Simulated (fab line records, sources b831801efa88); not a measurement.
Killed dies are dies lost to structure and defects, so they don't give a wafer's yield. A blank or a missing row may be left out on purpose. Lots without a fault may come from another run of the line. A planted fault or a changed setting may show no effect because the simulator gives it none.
Which tool did it? | flow gf180mcu | 7 lots, 21 wafers sampled, at 1 step of a route of 602

WHAT THE GAUGES READ, wafer by wafer
GF_V3_BOW_MEAS_05.
lot  | measured     | on            | V3_BOW (um)
L811 | day 22 14:35 | film_metro-02 | 111 115 113
L812 | day 23 01:38 | film_metro-01 | 118 118 118
L817 | day 24 06:35 | film_metro-03 | 136 122 124
L819 | day 25 01:49 | film_metro-03 | 118 111 103
L822 | day 26 01:52 | film_metro-02 | 120 121 119
L828 | day 27 21:47 | film_metro-02 | 123 118 114
L830 | day 28 06:38 | film_metro-01 | 112 103 103

WHICH TOOL RAN EACH LOT (tool, then ch and the chambers of the sampled wafers, then the start)
The record holds no process step before these readings.

THE ANSWER, worked out from the rows above alone
Rule: what is usual is taken from the lots themselves. Put in order of their means at a reading, lots are off if they are a third of the lots or fewer, leave a main group of 4 or more, and stand apart from it by a gap of 3 or more times the standard deviation of the main group's means; of several such gaps the widest counts. A main group whose means are all the same, to the digits that the tables above print for the reading, isn't used. A lot without any number at a reading at which 4 lots or more have one is off too. The other lots that the step has rows for count as sound.
No lot is off at any reading shown: from this, nothing can be told.

WHAT THE SIMULATOR HAD PUT IN
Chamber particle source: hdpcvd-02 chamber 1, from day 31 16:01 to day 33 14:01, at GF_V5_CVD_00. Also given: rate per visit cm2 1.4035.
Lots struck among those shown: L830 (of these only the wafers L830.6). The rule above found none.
